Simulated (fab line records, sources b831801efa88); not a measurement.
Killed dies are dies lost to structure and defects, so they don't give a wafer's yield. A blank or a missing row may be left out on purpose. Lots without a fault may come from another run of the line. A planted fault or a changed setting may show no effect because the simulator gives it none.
A struck lot beside a sound one | flow sfq_line | 13 steps out of a route of 325
Sound: wafers L927.3, L927.5, L927.6. Struck: wafers L939.1, L939.2, L939.6. The cause comes at the end.
At each step with rows: each side's tool, then ch and its chambers, then its first start. Under that, the readings that differ: sound wafers | struck wafers | difference of the means | sigmas: that difference in standard deviations of wafers without a fault.
alike: readings whose means differ by less than 2 such deviations, and words and numbers that are the same on both sides. not compared: withheld readings, readings that some wafer has no value for, bounds like >300 that may hide the same value, and numbers for which the record gives no deviation and whose values overlap.
The two part at a step that has a row with sigmas, a row that says differs or no value, or rows on one side only. Numbers that don't overlap but have no deviation are shown without sigmas and don't part them. A reading that every wafer of one side lacks parts them only if that side has two wafers or more.

first, 6 steps without rows for these wafers: SFQ_TRILAYER_M1_LITHO_COAT_044 (resist thk 62 nm); SFQ_TRILAYER_M1_LITHO_COAT_039 (resist thk 600 nm); SFQ_TRILAYER_M1_LITHO_SOFTBAKE_043; SFQ_TRILAYER_M1_LITHO_EXPOSE_040 (exposes mask M1, target cd 500 nm); SFQ_TRILAYER_M1_LITHO_PEB_042 (peb time 60 s); SFQ_TRILAYER_M1_LITHO_DEVELOP_041 (time 60 s).
SFQ_M1_OVL_MEAS_911:
  sound on overlay-02, day 21 05:35; struck on overlay-02, day 26 06:13
  alike: M1_OVL
SFQ_TRILAYER_M1_BARC_OPEN_METAL_ETCH_054: etches BARC in O2, target depth 125 nm, time 41.7 s.
  sound on rie_metal-01 ch 0,1, day 21 05:38; struck on rie_metal-04 ch 0,1, day 26 06:16
  alike: drypump_motor_current_A, oes_product_au
  not compared: rf_hours_counter_h
SFQ_TRILAYER_M1_ETCH_METAL_ETCH_042: etches Nb in Cl2/Ar, stops on SiO2, target depth 240 nm, time 120 s.
  sound on rie_metal-01 ch 0,1, day 21 05:43; struck on rie_metal-04 ch 0,1, day 26 06:19
  alike: drypump_motor_current_A, oes_product_au
  not compared: rf_hours_counter_h
SFQ_TRILAYER_M1_STRIP_STRIP_043: strips in O2.
  sound on rie_metal-01 ch 0,1, day 21 05:59; struck on rie_metal-04 ch 0,1, day 26 06:26
  alike: drypump_motor_current_A, oes_product_au
  not compared: rf_hours_counter_h
then, 1 step without rows for these wafers: SFQ_TRILAYER_M1_STRIP_SOLV_CLEAN_044 (cleans in NMP, time 600 s).
SFQ_TRILAYER_I1_DEP_PECVD_045: deposits SiO2 from SiH4/N2O, time 111.11 s, target thk 500 nm.
  sound on pecvd-04 ch 0,2, day 21 06:37; struck on pecvd-04 ch 1,2, day 26 07:13
  reading                                             | sound             | struck            | difference | sigmas
  rf_fwd_power_W (W)                                  | 181.0 181.6 181.9 | 153.0 152.8 152.5 | -28.7      | -46
  model.SiO2_of_TRILAYER_I1_DEP_PECVD_045.thk_nm (nm) | 506.9 510.2 501.7 | 478.4 467.2 482.2 | -30.3      |
  alike: heater_power_w, throttle_valve_pct
SFQ_TRILAYER_I1_CMP_CMP_046: polishes SiO2.
  sound on cmp-01 ch 1,2, day 21 11:41; struck on cmp-01 ch 0,2,3, day 26 23:54
  alike: edge_zone_pressure_frac, motor_current_A, slurry_filter_dp_kPa, time_to_endpoint_s

WHERE THEY PART
Only at SFQ_TRILAYER_I1_DEP_PECVD_045, within this record. Later steps at which nothing parts them and some readings are alike: SFQ_TRILAYER_I1_CMP_CMP_046.

WHY: what the simulator had put in
Process parameter drift: pecvd-04, from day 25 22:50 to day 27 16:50, at SFQ_TRILAYER_I1_DEP_PECVD_045. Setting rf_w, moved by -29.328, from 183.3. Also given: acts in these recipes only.
